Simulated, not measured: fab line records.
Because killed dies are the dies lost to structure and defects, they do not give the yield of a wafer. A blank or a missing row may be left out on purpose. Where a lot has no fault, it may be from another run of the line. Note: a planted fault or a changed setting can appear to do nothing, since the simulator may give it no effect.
Which of the tools did it? | flow sky130 | 14 lots with 42 wafers sampled at 4 steps, on a route of 708 steps

## WHAT EACH GAUGE READ, for each wafer
SKY_FIELD_ISO_BOW_MEAS_00. Usual: INCOMING_BOW gives 0 um (standard deviation 6.1).
lot  | measured    | on            | INCOMING_BOW (um) | flag
L624 | day 1 10:01 | film-metro-02 | -2 12 0           |
L625 | day 1 15:00 | film-metro-01 | 6 -2 1            |
L626 | day 1 20:00 | film-metro-02 | -2 -8 6           |
L627 | day 2 01:01 | film-metro-04 | -2 -1 -3          |
L629 | day 2 11:04 | film-metro-04 | 4 -9 -6           |
L630 | day 2 16:02 | film-metro-04 | 9 -14 -3          |
L636 | day 3 22:00 | film-metro-01 | -1 1 7            |
L637 | day 4 03:02 | film-metro-01 | -5 3 4            |
L639 | day 4 13:02 | film-metro-04 | -9 14 -6          |
L641 | day 4 23:00 | film-metro-02 | 6 3 10            |
L643 | day 5 09:00 | film-metro-01 | 6 -8 -1           |
L645 | day 5 19:00 | film-metro-02 | 2 3 -15           |
L646 | day 6 00:01 | film-metro-02 | -2 3 2            |
L647 | day 6 05:01 | film-metro-02 | -12 7 -5          |

SKY_FIELD_ISO_THK_MEAS_25. Usual: FIELD_ISO_CVD_24_THK gives 590 nm (standard deviation 6.6).
lot  | measured    | on            | FIELD_ISO_CVD_24_THK (nm) | flag
L624 | day 2 08:16 | film-metro-01 | 595 580 580               |
L625 | day 2 18:06 | film-metro-04 | 601 591 595               |
L626 | day 2 18:10 | film-metro-04 | 593 589 596               |
L627 | day 3 06:07 | film-metro-04 | 587 596 593               |
L629 | day 3 14:25 | film-metro-01 | 598 589 596               |
L630 | day 3 15:32 | film-metro-01 | 584 583 580               |
L636 | day 4 23:25 | film-metro-01 | 594 598 597               |
L637 | day 5 04:44 | film-metro-01 | 586 582 595               |
L639 | day 5 13:23 | film-metro-02 | 595 592 583               |
L641 | day 5 22:16 | film-metro-01 | 599 582 586               |
L643 | day 6 10:59 | film-metro-04 | 586 607 590               |
L645 | day 6 23:17 | film-metro-01 | 588 587 585               |
L646 | day 7 10:17 | film-metro-02 | 587 590 592               |
L647 | day 7 10:17 | film-metro-01 | 598 585 591               |

SKY_VT_ADJUST_NCORE_TW_MEAS_11. Usual: VT_ADJUST_NCORE_TW gives 218 (standard deviation 3.3).
lot  | measured     | on            | VT_ADJUST_NCORE_TW | flag
L624 | day 9 04:31  | film-metro-04 | 216 214 216        |
L625 | day 9 13:07  | film-metro-01 | 222 223 223        |
L626 | day 9 14:37  | film-metro-01 | 222 223 222        |
L627 | day 9 17:58  | film-metro-02 | 215 214 214        |
L629 | day 10 03:56 | film-metro-04 | 214 214 214        |
L630 | day 10 08:34 | film-metro-01 | 222 222 222        |
L636 | day 12 02:28 | film-metro-02 | 216 218 217        |
L637 | day 12 07:02 | film-metro-04 | 214 213 214        |
L639 | day 12 20:41 | film-metro-04 | 215 214 214        |
L641 | day 13 09:01 | film-metro-02 | 216 217 217        |
L643 | day 14 02:44 | film-metro-01 | 222 221 223        |
L645 | day 15 13:37 | film-metro-01 | 220 221 220        |
L646 | day 15 20:01 | film-metro-02 | 216 216 214        |
L647 | day 15 21:36 | film-metro-02 | 215 216 216        |

## TOOL THAT RAN EACH LOT (tool first, then ch and the chambers of the sampled wafers, then the start)
lot  | SKY_NWELL_IMPLANT_24
L624 | implanter-04 ch 0, day 5 22:19
L625 | implanter-04 ch 0, day 6 05:32
L626 | implanter-02 ch 0, day 6 06:59
L627 | implanter-02 ch 0, day 6 10:13
L629 | implanter-01 ch 0, day 6 18:27
L630 | implanter-04 ch 0, day 6 23:35
L636 | implanter-01 ch 0, day 8 08:29
L637 | implanter-01 ch 0, day 8 12:17
L639 | implanter-02 ch 0, day 9 00:20
L641 | implanter-02 ch 0, day 9 10:14
L643 | implanter-04 ch 0, day 10 00:23
L645 | implanter-02 ch 0, day 11 05:47
L646 | implanter-04 ch 0, day 11 12:19
L647 | implanter-02 ch 0, day 11 13:04
- SKY_NWELL_IMPLANT_24

## AS READ BY THE TOOLS THEMSELVES (means over the sampled wafers that have a number; for cases with no such wafer, the mark the record gives instead)
SKY_NWELL_IMPLANT_24. Usual: beam-energy-keV 139.99, standard deviation 0.047; beam-on-s 9.99 s, standard deviation 0.21; faraday-current-uA 52.0, standard deviation 1.1.
lot  | tool         | beam-energy-keV | beam-on-s (s) | faraday-current-uA | flag
L624 | implanter-04 | 140.04          | 10.10         | 51.4               |
L625 | implanter-04 | 139.97          | 9.98          | 52.0               |
L626 | implanter-02 | 140.07          | 10.13         | 51.3               |
L627 | implanter-02 | 139.98          | 10.00         | 52.0               |
L629 | implanter-01 | 139.96          | 10.21         | 50.7               |
L630 | implanter-04 | 139.98          | 9.88          | 52.4               |
L636 | implanter-01 | 126.37          | 9.96          | 52.1               | OFF
L637 | implanter-01 | 126.41          | 9.98          | 52.1               | OFF
L639 | implanter-02 | 140.07          | 10.05         | 51.7               |
L641 | implanter-02 | 140.02          | 9.91          | 52.4               |
L643 | implanter-04 | 139.98          | 10.15         | 51.2               |
L645 | implanter-02 | 140.02          | 9.79          | 52.9               |
L646 | implanter-04 | 140.03          | 9.98          | 52.1               |
L647 | implanter-02 | 139.97          | 9.96          | 52.0               |

## THE ANSWER, worked out from the rows above alone
Rule: a lot is off if the mean of its wafers that have a number lies more than 3 standard deviations from the usual mean. A lot without any number at a reading at which 4 lots or more have one is off too. Where the step has rows for the other lots, those lots are counted as sound. The gauges are gone through in route order, then the tools' own readings, and for those a lot's mean is taken as printed above. The first step at which some lot is off is used, and at that step the reading that is off furthest; a lot without a number counts as furthest.
Off: L636, L637 (SKY_NWELL_IMPLANT_24, beam-energy-keV).
If a tool, at that step or one of the process steps before it, ran each lot that is off and ran no sound lot following the first of them, it fits. One fits: SKY_NWELL_IMPLANT_24 on implanter-01. A fault onset in the window from L629 (day 6 18:27, its last sound lot) to L636 (day 8 08:29, its first lot off) fits.
The tool's own readings at SKY_NWELL_IMPLANT_24 bear it out: on the lots that are off they differ by more than 5 times the standard deviation of the sound lots' means. beam-energy-keV reads 126.39 there against 140.01 on the sound lots.

## WHAT THE SIMULATOR HAD PUT IN
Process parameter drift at SKY_NWELL_IMPLANT_24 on implanter-01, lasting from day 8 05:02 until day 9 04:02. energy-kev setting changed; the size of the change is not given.
Lots struck among those shown: L636, L637. The rule given above showed the same thing.
